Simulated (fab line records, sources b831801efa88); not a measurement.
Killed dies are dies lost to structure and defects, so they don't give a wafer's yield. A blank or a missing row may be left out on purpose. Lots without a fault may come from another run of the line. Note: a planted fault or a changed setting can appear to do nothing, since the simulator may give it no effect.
Which tool was responsible? | flow sky130 | Sampling: 10 lots, 30 wafers, 4 of 708 route steps

== WHAT EACH GAUGE READ, for each wafer ==
SKY_VIA3_RS_MEAS_22: uses a four-point probe to measure.
lot  | measured     | on           | VIA3_W_RS (ohm/sq)
L925 | day 40 01:11 | filmMetro-01 | 0.2900 0.2935 0.2913
L926 | day 40 04:41 | filmMetro-01 | 0.2917 0.2878 0.2858
L927 | day 40 15:01 | filmMetro-01 | 0.2930 0.2943 0.2947
L929 | day 41 05:52 | filmMetro-02 | 0.2914 0.2869 0.2905
L931 | day 41 19:22 | filmMetro-01 | 0.2912 0.2928 0.2923
L937 | day 43 16:37 | filmMetro-01 | 0.5511 0.2910 0.2916
L939 | day 44 05:38 | filmMetro-04 | 0.2921 0.2921 0.2947
L942 | day 44 21:18 | filmMetro-04 | 0.2911 0.2922 0.2920
L944 | day 45 11:26 | filmMetro-04 | 0.2967 0.2979 0.2942
L946 | day 46 07:28 | filmMetro-04 | 0.2936 0.2924 0.2954

== WHICH TOOL RAN EACH LOT (tool, then ch and the chambers of the sampled wafers, then the start) ==
lot  | SKY_METAL3_DESCUM_15             | SKY_VIA3_ETCH_15                  | SKY_VIA3_CVD_21
L925 | rieMetal-02 ch 0,1, day 38 21:53 | rieDiel-01 ch 0,1,2, day 40 00:20 | cvdW-02 ch 0,1, day 40 01:03
L926 | rieMetal-01 ch 0,1, day 39 01:02 | rieDiel-03 ch 0,1,3, day 40 03:49 | cvdW-02 ch 0,1, day 40 04:34
L927 | rieMetal-04 ch 0,1, day 39 12:24 | rieDiel-03 ch 0,2,3, day 40 13:35 | cvdW-01 ch 0,1, day 40 14:53
L929 | rieMetal-01 ch 0,1, day 40 02:35 | rieDiel-03 ch 0,1, day 41 05:01   | cvdW-02 ch 0,1, day 41 05:43
L931 | rieMetal-02 ch 0,1, day 40 17:08 | rieDiel-02 ch 0,1, day 41 18:31   | cvdW-02 ch 0,1, day 41 19:14
L937 | rieMetal-04 ch 0,1, day 42 14:44 | rieDiel-01 ch 1,2, day 43 15:46   | cvdW-02 ch 0,1, day 43 16:28
L939 | rieMetal-04 ch 0,1, day 43 04:38 | rieDiel-03 ch 0,3, day 44 04:47   | cvdW-01 ch 0,1, day 44 05:31
L942 | rieMetal-01 ch 0,1, day 43 20:34 | rieDiel-02 ch 0,3, day 44 20:28   | cvdW-01 ch 0,1, day 44 21:10
L944 | rieMetal-04 ch 0,1, day 44 10:52 | rieDiel-03 ch 1,3, day 45 10:34   | cvdW-01 ch 0,1, day 45 11:17
L946 | rieMetal-04 ch 0,1, day 45 08:13 | rieDiel-01 ch 0,1,2, day 46 06:38 | cvdW-01 ch 0,1, day 46 07:21
- SKY_METAL3_DESCUM_15: chemistry O2, time 8 s.
- SKY_VIA3_ETCH_15: etches SiO2 in C4F8/O2/Ar, stops on TiN, target depth 507 nm, time 78 s.
- SKY_VIA3_CVD_21: deposits W, target thk 390 nm, time 117.31 s.

== THE ANSWER, worked out from the rows above alone ==
Rule: what is usual is taken from the lots themselves. The widest of any qualifying gaps counts: lots, ordered by their means at a reading, are off when they make up no more than a third of the lots, leave a main group of 4 or more, and stand apart from it by 3 or more times the standard deviation of that group's means. The tables above print the reading to a certain number of digits; a main group whose means all agree to those digits is not used. A lot without any number at a reading at which 4 lots or more have one is off too. Where the step has rows for the other lots, those lots are counted as sound.
Off: L937, at SKY_VIA3_RS_MEAS_22 (VIA3_W_RS). The main group has a mean of 0.2923 ohm/sq with a standard deviation of 0.0022.
If a tool, at a process step before that reading, ran all the lots that are off and no sound lot after the first of them, it fits. Those tools and the gauges at SKY_VIA3_RS_MEAS_22 are tried in the same way. 2 tools fit, cvdW-02 at SKY_VIA3_CVD_21 and filmMetro-01 at SKY_VIA3_RS_MEAS_22, so this cannot tell which one it is.

== WHAT THE SIMULATOR HAD PUT IN ==
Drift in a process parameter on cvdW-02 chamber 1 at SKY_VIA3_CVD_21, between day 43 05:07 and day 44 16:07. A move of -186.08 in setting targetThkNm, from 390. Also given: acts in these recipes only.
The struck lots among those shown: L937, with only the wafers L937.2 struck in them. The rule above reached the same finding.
